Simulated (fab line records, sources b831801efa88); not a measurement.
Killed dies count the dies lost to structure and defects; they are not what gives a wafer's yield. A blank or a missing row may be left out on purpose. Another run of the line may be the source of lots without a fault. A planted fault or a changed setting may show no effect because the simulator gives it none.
fab line records | flow sky130
record lots=5 wafers=15 last-day=49
route steps=708 shown FIELD_ISO@6 PAD_OPEN@708
lots that met no fault: taken from a fault-free run of the same line
start-h: start of the lot's first displayed wafer, in hours after the record's first day | wait-h: hours from the lot's prior step to this one | " as in the row above | L1.1+2: a row that stands for several wafers | - value missing, or start not given | * or withheld: withheld | < > ~ a bound
route shown NAME@n: names a module that has steps shown in the file, with the first one's number in the route | usual: the fault-free wafers' mean and standard deviation | same: alike in all rows | chamber/n: place in a boat | sites: readings site by site | _std_site: the standard deviation of these | _edge_site: inner sites' mean taken away from outer sites' mean | radius-mm: for every site, how far away it sits from the centre of the wafer | mask NAME#n: copy n | behind: the tool/chamber that last shaped the wafer | hold: cause of the lot's hold/its duration in hours/its outcome | device: which transistor (n, p or np) failed to switch | end of line: the same wafers' tests at the end of the route | a step given without rows: its recipe and nothing more | killed: dies that structure and defects cost at the first sort, which is not the same as the wafer's yield | map: per-die view of a wafer (x killed, . not killed, _ where there is no die)
set.NAME: the setting the step ran with; set.NAME@STEP: the setting that earlier step ran with | model.NAME: the simulator's own value behind a step, which no gauge read
lots seen at some steps along the route; tables by step, rows by wafer
services: when a tool's chamber went out of use (start-h, in hours from the record's first day, below 0 if earlier), for how many hours, and the reason
## steps
# step SKY_FIELD_ISO_DEHYDRATE_05
# recipe temp-c=200 time-s=60
# step SKY_FIELD_ISO_HMDS_06
# recipe prime-time-s=60 prime-temp-c=120
# step SKY_FIELD_ISO_COAT_07
# recipe resist=BARC temp-c=withheld time-s=withheld spin-rpm=3000 resist-thk-nm=60
# step SKY_FIELD_ISO_COAT_08
# recipe resist=KrF-thick spin-rpm=3000 resist-thk-nm=450
# step SKY_FIELD_ISO_SOFTBAKE_09
# recipe temp-c=100 time-s=90 resist=KrF-thick
# step SKY_FIELD_ISO_EXPOSE_10
# recipe mask-id=FOM na=0.68 source-shape=annular sigma-inner=0.4 sigma-outer=0.8 target-cd-nm=150 dose-mj=28
# step SKY_FIELD_ISO_PEB_11
# recipe peb-temp-c=withheld peb-time-s=withheld resist=KrF-thick
# step SKY_FIELD_ISO_DEVELOP_12
# recipe develop-time-s=60 resist=KrF-thick dev-temp-c=21
# step SKY_FIELD_ISO_CD_MEAS_13
# recipe target-cd-nm=150
# usual cd-nm=150.5/1.7
# columns lot.wafer tool chamber start-h wait-h cd-nm
L391.1 cd-sem-01 - 35.85 - 150.5
L391.2 " - " " 152.4
L391.3 " - " " 152.2
L393.2 cd-sem-02 - 43.52 - 152.3
L393.4 " - " " 151.0
L393.6 " - " " 151.7
L398.2 cd-sem-02 - 69.96 - 150.7
L398.5 " - " " 150.2
L398.6 " - " " 151.0
L401.1 cd-sem-01 - 88.04 - 151.8
L401.3 " - " " 148.9
L401.6 " - " " 149.8
L410.3 cd-sem-02 - 132.69 - 147.2
L410.4 " - " " 148.7
L410.5 " - " " 149.2
# step SKY_FIELD_ISO_ETCH_14
# recipe chemistry=N2/H2 target=BARC ion-energy-ev=200 source-w=500 bias-w=100 pressure-mtorr=30 n2-flow-sccm=100 h2-flow-sccm=200 stop-on=SiO2 time-s=45.9 target-depth-a=600
# usual drypump-motor-current-A=5.6/0.46 h2-flow-sccm=200.0/0.61 oes-product-au=0.854/0.0052 run-length-s=74.2/0.38 throttle-valve-pct=13.225/0.01
# columns lot.wafer tool chamber start-h wait-h drypump-motor-current-A h2-flow-sccm oes-product-au rf-hours-counter-h run-length-s throttle-valve-pct
L391.1 rie-diel-04 3 35.97 0.1 5.8 200.7 0.859 33 74.0 13.222
L391.2 " 1 " " 5.8 199.2 0.856 2 73.8 13.219
L391.3 " 2 " " 6.0 199.5 0.858 69 74.0 13.228
L393.2 rie-diel-02 1 43.62 0.1 4.7 200.6 0.851 102 73.8 13.220
L393.4 " 3 " " 5.2 200.4 0.847 - 74.9 13.236
L393.6 " 2 " " 5.7 198.8 0.844 - 74.3 13.211
L398.2 rie-diel-02 0 70.06 0.1 5.9 200.5 0.860 70 73.8 13.227
L398.5 " 0 " " 5.8 200.3 0.857 - 74.3 13.235
L398.6 " 3 " " 5.3 199.6 0.855 - 74.6 13.233
L401.1 rie-diel-02 0 88.16 0.1 5.8 200.7 0.856 70 73.6 13.227
L401.3 " 3 " " 5.2 200.3 0.855 79 74.4 13.240
L401.6 " 1 " " 4.7 201.2 0.849 - 73.8 13.229
L410.3 rie-diel-02 1 132.77 0.1 4.7 199.8 0.855 104 74.0 13.243
L410.4 " 0 " " 5.9 199.7 0.856 - 74.0 13.222
L410.5 " 2 " " 5.6 199.8 0.859 - 74.2 13.229
# step SKY_FIELD_ISO_ETCH_15
# recipe chemistry=CHF3/O2 target-depth-nm=180 stop-on=Si source-w=600 bias-w=200 pressure-mtorr=40 chf3-flow-sccm=50 O2_flow_sccm=5 time-s=72
# usual drypump-motor-current-A=5.6/0.46 oes-product-au=0.944/0.0067 run-length-s=100.3/0.41 throttle-valve-pct=8.844/0.0085
# columns lot.wafer tool chamber start-h wait-h drypump-motor-current-A oes-product-au rf-hours-counter-h run-length-s throttle-valve-pct
L391.1 rie-diel-04 3 36.01 0.0 5.8 0.940 33 100.0 8.845
L391.2 " 1 " " 5.9 0.943 2 100.1 8.842
L391.3 " 2 " " 6.0 0.939 69 100.4 8.845
L393.2 rie-diel-02 1 43.66 0.0 4.7 0.951 102 99.9 8.831
L393.4 " 3 " " 5.2 0.945 - 100.6 8.842
L393.6 " 2 " " 5.6 0.942 - 100.6 8.831
L398.2 rie-diel-02 0 70.11 0.0 5.9 0.950 70 100.3 8.834
L398.5 " 0 " " 5.9 0.936 - 99.7 8.851
L398.6 " 3 " " 5.2 0.948 - 100.9 8.847
L401.1 rie-diel-02 0 88.21 0.0 5.8 0.945 70 99.8 8.838
L401.3 " 3 " " 5.2 0.933 79 100.5 8.846
L401.6 " 1 " " 4.7 0.939 - 100.0 8.853
L410.3 rie-diel-02 1 132.81 0.0 4.7 0.939 104 99.9 8.850
L410.4 " 0 " " 5.8 0.951 - 100.3 8.860
L410.5 " 2 " " 5.6 0.925 - 100.4 8.835
# step SKY_FIELD_ISO_STRIP_16
# recipe chemistry=O2/N2 power-w=1400 pressure-mtorr=1500 platen-temp-c=withheld o2-flow-sccm=3000 n2-flow-sccm=300 overash-fraction=0.5
# usual drypump-motor-current-A=6.10/0.28 oes-product-au=0.378/0.0048 strip-time-to-endpoint-s=3.53/0.035
# same overash-fraction=0.5
# columns lot.wafer tool chamber start-h wait-h drypump-motor-current-A oes-product-au rf-hours-counter-h strip-time-to-endpoint-s
L391.1 plasma-asher-02 0 36.06 0.0 5.75 0.382 33 3.51
L391.2 " 1 " " 6.54 0.383 33 3.62
L391.3 " 1 " " 6.51 0.374 - 3.52
L393.2 plasma-asher-01 0 43.71 0.0 5.83 0.380 24 3.54
L393.4 " 0 " " 5.84 0.380 - 3.52
L393.6 " 0 " " 5.82 0.389 - 3.58
L398.2 plasma-asher-01 0 70.16 0.0 5.84 0.380 27 3.56
L398.5 " 1 " " 6.39 0.378 - 3.51
L398.6 " 0 " " 5.82 0.375 - 3.53
L401.1 plasma-asher-01 1 88.26 0.0 6.38 0.370 29 3.50
L401.3 " 1 " " 6.38 0.383 - 3.52
L401.6 " 0 " " 5.82 0.381 - 3.54
L410.3 plasma-asher-03 0 132.90 0.1 5.95 0.378 - 3.58
L410.4 " 1 " " 6.15 0.388 - 3.54
L410.5 " 0 " " 5.98 0.383 - 3.59
# step SKY_FIELD_ISO_ETCH_17
# recipe target-depth-a=3420 mask-material=Si3N4 chemistry=HBr/Cl2/O2 target=Si taper-deg=5 icp-w=600 bias-w=150 pressure-mtorr=15 HBr_flow_sccm=150 Cl2_flow_sccm=40 O2_flow_sccm=6 time-s=97.7
# usual drypump-motor-current-A=5.6/0.67 mfc-cl2-sccm=40.00/0.13 oes-product-au=1.006/0.007 run-length-s=126.0/0.37 throttle-valve-pct=25.653/0.01
# columns lot.wafer tool chamber start-h wait-h drypump-motor-current-A mfc-cl2-sccm oes-product-au rf-hours-counter-h run-length-s throttle-valve-pct model.etch.depth-nm model.FIELD_ISO.feature-depth-nm
L391.1 rie-si-01 2 36.16 0.1 4.9 40.04 1.007 3 126.8 25.642 349.4 349.4
L391.2 " 0 " " 6.4 40.07 1.016 117 125.6 25.645 346.8 346.8
L391.3 " 3 " " 6.2 40.22 1.015 10 125.5 25.658 347.2 347.2
L393.2 rie-si-01 0 43.81 0.1 6.4 39.98 1.011 117 126.0 25.655 344.2 344.2
L393.4 " 1 " " 4.8 39.93 1.018 138 126.0 25.638 349 349
L393.6 " 2 " " 4.9 40.17 0.999 - 126.2 25.651 343 343
L398.2 rie-si-01 2 70.26 0.1 4.9 40.00 1.002 3 126.0 25.651 346.8 346.8
L398.5 " 1 " " 4.9 40.13 1.012 - 126.0 25.673 345.4 345.4
L398.6 " 0 " " 6.4 40.02 0.992 - 125.6 25.663 340.3 340.3
L401.1 rie-si-02 2 88.36 0.1 5.2 39.99 1.005 109 125.5 25.653 345.9 345.9
L401.3 " 0 " " 6.3 40.00 1.002 88 125.7 25.672 343.4 343.4
L401.6 " 1 " " 5.6 39.94 1.010 - 126.4 25.646 346.8 346.8
L410.3 rie-si-01 0 132.97 0.0 6.4 40.00 1.005 119 116.1 25.650 308.8 308.8
L410.4 " 3 " " 6.3 39.78 1.009 - 125.3 25.651 343.5 343.5
L410.5 " 0 " " 6.4 40.11 0.999 - 126.1 25.657 344.1 344.1
# step SKY_FIELD_ISO_WET_ETCH_18
# recipe chemistry=H3PO4 target-depth-nm=25 temp-c=160 target=Si3N4 time-s=286
# step SKY_PAD_OPEN_PROBE_99
# usual killed_at_M0_to_M3=44/6.8 killed_at_M4_up=3.2/1.7 killed-at-contacts=24/4.9 killed-at-front-end=14/4.1 killed-at-other=0.2/0.51 killed-dies=85/8.7 killed-on-rim=16/4 killed-open=46/6.8 killed-short=39/6.1
# same gross-dies=492 killed-at-back-side=0
# columns lot.wafer tool chamber start-h wait-h killed_at_M0_to_M3 killed_at_M4_up killed-at-contacts killed-at-front-end killed-at-other killed-dies killed-on-rim killed-open killed-short model.etest.res_p_drift_20v.line-ohm-um model.etest.res_p_drift_20v.rs-ohm-sq model.etest.pfet_16v.r-on-ohm-um model.etest.res-iso-pwell.rs-ohm-sq model.etest.res-iso-pwell.line-ohm-um model.etest.res-nwell.line-ohm-um model.etest.res-nwell.rs-ohm-sq model.etest.pfet_16v.drive-ua-um
L391.1 prober-01 - 1076.27 0.1 46 1 30 15 0 92 18 47 45 1.401e+04 1.166e+04 1.566e+04 3627 1380 1145 971.7 241.2
L391.2 prober-01 - 1076.32 0.1 41 4 19 9 0 73 11 40 33 1.336e+04 1.112e+04 1.543e+04 3422 1319 1139 961.1 248.2
L391.3 prober-01 - 1076.37 0.2 42 4 22 11 0 79 17 44 35 1.34e+04 1.133e+04 1.552e+04 3518 1346 1123 960.6 248.4
L393.2 prober-01 - 1084.37 0.1 41 4 24 15 2 86 19 42 44 1.14e+04 9399 1.497e+04 3224 1227 1108 912.9 252.6
L393.4 prober-01 - 1084.47 0.2 45 3 26 9 0 83 14 45 38 1.147e+04 9628 1.521e+04 3304 1246 1084 923.5 250.7
L393.6 prober-01 - 1084.57 0.2 46 6 18 18 1 89 15 44 45 1.084e+04 9207 1.497e+04 3130 1183 1087 899.1 252.4
L398.2 prober-02 - 1129.98 0.1 36 3 28 12 0 79 17 48 31 1.079e+04 9172 1.516e+04 3091 1163 1152 972.9 247.8
L398.5 prober-02 - 1130.13 0.2 46 2 26 13 0 87 10 47 40 1.088e+04 9092 1.5e+04 3074 1158 1171 977 248.1
L398.6 prober-02 - 1130.18 0.2 51 6 29 25 1 112 25 62 50 1.06e+04 8782 1.489e+04 2926 1096 1167 946.6 247.7
L401.1 prober-01 - 1142.57 0.1 56 2 20 13 0 91 17 47 44 1.249e+04 1.038e+04 1.523e+04 3091 1151 1121 943.3 244.7
L401.3 prober-01 - 1142.67 0.2 43 5 25 12 0 85 18 43 42 1.21e+04 1.018e+04 1.516e+04 3003 1146 1110 943.5 245.2
L401.6 prober-01 - 1142.82 0.2 38 1 17 11 1 68 14 35 33 1.256e+04 1.039e+04 1.522e+04 3035 1155 1136 938.4 249.1
L410.3 prober-01 - 1181.12 0.2 47 1 23 20 0 91 13 54 37 9359 7925 1.396e+04 2535 948.5 1031 853.9 257.2
L410.4 prober-01 - 1181.17 0.2 42 4 21 19 0 86 14 50 36 1.084e+04 9163 1.526e+04 3225 1231 1118 947.6 246.3
L410.5 prober-01 - 1181.22 0.2 41 6 30 19 0 96 26 53 43 1.112e+04 9314 1.513e+04 3202 1215 1133 952.5 246.7
# killed by level:class
L391.1 CONTACT:geometric-particle:open=14 CONTACT:geometric-particle:short=8 VIA2:geometric-particle:open=7 METAL1:geometric-particle:short=6 VIA1:geometric-particle:open=6 VIA3:geometric-particle:open=6 METAL2:geometric-particle:short=5 FIELD_ISO:geometric-particle:short=4
L391.2 VIA1:geometric-particle:open=10 CONTACT:geometric-particle:open=8 CONTACT:geometric-particle:short=7 METAL2:geometric-particle:short=6 FIELD_ISO:geometric-particle:open=5 VIA2:geometric-particle:open=5 METAL1:geometric-particle:short=4 VIA1:geometric-particle:short=4
L391.3 VIA1:geometric-particle:open=13 CONTACT:geometric-particle:open=8 LI_CONTACT:geometric-particle:open=6 METAL1:geometric-particle:short=6 CONTACT:geometric-particle:short=5 VIA2:geometric-particle:open=5 METAL2:geometric-particle:short=4 VIA3:geometric-particle:open=4
L393.2 CONTACT:geometric-particle:open=10 VIA1:geometric-particle:open=9 VIA1:geometric-particle:short=7 VIA2:geometric-particle:open=6 FIELD_ISO:geometric-particle:short=5 LI_CONTACT:geometric-particle:open=5 METAL1:geometric-particle:short=5 METAL4:geometric-particle:short=4
L393.4 VIA1:geometric-particle:open=12 CONTACT:geometric-particle:open=9 VIA2:geometric-particle:open=6 VIA1:geometric-particle:short=6 LI_CONTACT:geometric-particle:open=6 METAL2:geometric-particle:short=6 VIA3:geometric-particle:short=6 LOCAL_INTERCONNECT:geometric-particle:short=5
L393.6 VIA1:geometric-particle:open=13 VIA2:geometric-particle:open=8 CONTACT:geometric-particle:open=7 CONTACT:geometric-particle:short=6 POLY_GATE:geometric-particle:short=5 METAL1:geometric-particle:short=5 VIA1:geometric-particle:short=5 FIELD_ISO:geometric-particle:short=4
L398.2 VIA2:geometric-particle:open=10 CONTACT:geometric-particle:short=8 LI_CONTACT:geometric-particle:open=7 CONTACT:geometric-particle:open=7 VIA3:geometric-particle:open=6 VIA1:geometric-particle:open=6 FIELD_ISO:geometric-particle:open=5 VIA1:geometric-particle:short=5
L398.5 VIA1:geometric-particle:open=12 CONTACT:geometric-particle:open=10 LOCAL_INTERCONNECT:geometric-particle:short=8 METAL1:geometric-particle:short=7 FIELD_ISO:geometric-particle:short=6 FIELD_ISO:geometric-particle:open=6 VIA2:geometric-particle:open=6 VIA1:geometric-particle:short=5
L398.6 VIA2:geometric-particle:open=13 CONTACT:geometric-particle:open=11 VIA1:geometric-particle:open=11 LI_CONTACT:geometric-particle:open=10 FIELD_ISO:geometric-particle:short=9 METAL2:geometric-particle:short=6 FIELD_ISO:geometric-particle:open=5 POLY_GATE:geometric-particle:open=4
L401.1 VIA1:geometric-particle:open=17 METAL2:geometric-particle:short=11 VIA1:geometric-particle:short=7 VIA3:geometric-particle:open=7 CONTACT:geometric-particle:open=6 FIELD_ISO:geometric-particle:open=5 LI_CONTACT:geometric-particle:short=5 SPACER:geometric-particle:short=4
L401.3 CONTACT:geometric-particle:open=10 VIA1:geometric-particle:open=9 VIA2:geometric-particle:open=8 METAL2:geometric-particle:short=7 VIA1:geometric-particle:short=6 LI_CONTACT:geometric-particle:open=6 POLY_GATE:geometric-particle:open=5 FIELD_ISO:geometric-particle:short=4
L401.6 VIA1:geometric-particle:open=11 CONTACT:geometric-particle:open=7 METAL2:geometric-particle:short=6 VIA2:geometric-particle:open=6 CONTACT:geometric-particle:short=5 METAL1:geometric-particle:short=5 FIELD_ISO:geometric-particle:short=4 VIA3:geometric-particle:open=4
L410.3 VIA1:geometric-particle:open=14 CONTACT:geometric-particle:open=9 FIELD_ISO:geometric-particle:open=6 POLY_GATE:geometric-particle:open=6 CONTACT:geometric-particle:short=6 VIA3:geometric-particle:open=6 METAL2:geometric-particle:short=6 METAL1:geometric-particle:short=5
L410.4 CONTACT:geometric-particle:open=9 VIA1:geometric-particle:open=9 VIA3:geometric-particle:open=9 VIA3:geometric-particle:short=6 LI_CONTACT:geometric-particle:open=5 FIELD_ISO:geometric-particle:short=4 POLY_GATE:geometric-particle:open=4 CONTACT:geometric-particle:short=4
L410.5 VIA1:geometric-particle:open=17 LI_CONTACT:geometric-particle:open=9 CONTACT:geometric-particle:open=9 FIELD_ISO:geometric-particle:short=6 METAL2:geometric-particle:short=5 POLY_GATE:geometric-particle:open=4 LI_CONTACT:geometric-particle:short=4 CONTACT:geometric-particle:short=4
## services
# columns tool chamber start-h hours kind
rie-diel-04 - 37.06 0.7 repair
plasma-asher-01 - 38.41 2.4 repair
rie-diel-02 1 44.99 9.4 repair
plasma-asher-03 - 51.77 14.6 pm
rie-si-02 - 67.56 0.5 repair
rie-diel-04 - 71.54 2.8 pm
rie-si-01 - 88.08 0.3 repair
rie-si-02 - 88.50 79.5 repair
rie-diel-02 - 100.18 0.4 repair
rie-diel-02 3 105.30 1.2 repair
rie-diel-02 3 128.07 12.8 repair
rie-si-01 1 130.40 - clean
rie-si-01 1 130.40 15.0 scheduled-down
rie-si-01 1 130.40 15.0 vent-cycle
## key
first-sign step=SKY_FIELD_ISO_ETCH_17 reading=run-length-s direction=down sigmas=27 usual=* struck=*
effect none on later readings
model-effect step=SKY_FIELD_ISO_ETCH_17 value=etch.depth-nm without=343.9 struck=308.8
model-effect step=SKY_PAD_OPEN_PROBE_99 value=etest.res_p_drift_20v.line-ohm-um without=1.096e+04 struck=9359
met-at SKY_FIELD_ISO_ETCH_17
struck-wafers L410.3
tester-left-out L410
onset-between 70.26 132.97
fault kind=process-parameter-drift tool=rie-si-01 chamber=- onset-h=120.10 steps=SKY_FIELD_ISO_ETCH_17 channel=time-s offset=* shape=step end-h=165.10 scope=struck-wafers-only acts-in=* stated=*
# tester-left-out: of these lots the tester's yield and bins aren't shown, on N5 and GAA mostly nor the transistor test; their killed dies are dies lost to structure and defects alone, not to doping, threshold or leakage, so they don't give the yield
